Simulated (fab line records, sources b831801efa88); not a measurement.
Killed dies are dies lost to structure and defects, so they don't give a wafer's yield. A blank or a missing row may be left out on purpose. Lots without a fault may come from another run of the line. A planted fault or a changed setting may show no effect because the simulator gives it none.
Which tool did it? | flow sky130 | 10 lots, 30 wafers sampled, at 2 steps of a route of 708

WHAT THE GAUGES READ, wafer by wafer
SKY_LOCAL_INTERCONNECT_RS_MEAS_01: measures by four-point-probe.
lot  | measured     | on            | LOCAL_INTERCONNECT_TIN_RS (ohm/sq)
L720 | day 31 20:02 | film_metro-03 | 30.56 14.03 14.00 30.63 14.01 14.02
L724 | day 33 08:47 | film_metro-02 | 14.25 14.20 14.19
L726 | day 34 00:19 | film_metro-01 | 13.94 14.09 13.94
L729 | day 34 23:31 | film_metro-03 | 13.93 14.17 14.00
L730 | day 35 09:04 | film_metro-01 | 13.97 14.03 13.84
L731 | day 35 10:20 | film_metro-02 | 14.10 14.07 14.01
L732 | day 35 20:26 | film_metro-02 | 14.08 14.10 14.20
L733 | day 36 02:08 | film_metro-03 | 14.30 14.24 14.08
L734 | day 36 07:43 | film_metro-01 | 14.03 14.04 14.04
L735 | day 37 04:58 | film_metro-01 | 14.00 13.97 14.06

WHICH TOOL RAN EACH LOT (tool, then ch and the chambers of the sampled wafers, then the start)
lot  | SKY_LOCAL_INTERCONNECT_SPUTTER_00
L720 | pvd_sputter-03, day 31 19:58
L724 | pvd_sputter-02, day 33 08:43
L726 | pvd_sputter-04, day 34 00:16
L729 | pvd_sputter-03, day 34 23:28
L730 | pvd_sputter-02, day 35 09:00
L731 | pvd_sputter-02, day 35 10:14
L732 | pvd_sputter-04, day 35 20:22
L733 | pvd_sputter-02, day 36 02:05
L734 | pvd_sputter-03, day 36 07:38
L735 | pvd_sputter-03, day 37 04:51
- SKY_LOCAL_INTERCONNECT_SPUTTER_00: material TiN, target thk 100 nm, time 83.3 s.

THE ANSWER, worked out from the rows above alone
Rule: what is usual is taken from the lots themselves. Put in order of their means at a reading, lots are off if they are a third of the lots or fewer, leave a main group of 4 or more, and stand apart from it by a gap of 3 or more times the standard deviation of the main group's means; of several such gaps the widest counts. A main group whose means are all the same, to the digits that the tables above print for the reading, isn't used. A lot without any number at a reading at which 4 lots or more have one is off too. The other lots that the step has rows for count as sound.
Off: L720, at SKY_LOCAL_INTERCONNECT_RS_MEAS_01 (LOCAL_INTERCONNECT_TIN_RS). The main group: mean 14.07 ohm/sq, standard deviation 0.088.
A tool fits if, at a process step before that reading, it ran every lot that is off, and no sound lot after the first of them. The gauges at SKY_LOCAL_INTERCONNECT_RS_MEAS_01 are tried like those tools. None of those tried fits.

WHAT THE SIMULATOR HAD PUT IN
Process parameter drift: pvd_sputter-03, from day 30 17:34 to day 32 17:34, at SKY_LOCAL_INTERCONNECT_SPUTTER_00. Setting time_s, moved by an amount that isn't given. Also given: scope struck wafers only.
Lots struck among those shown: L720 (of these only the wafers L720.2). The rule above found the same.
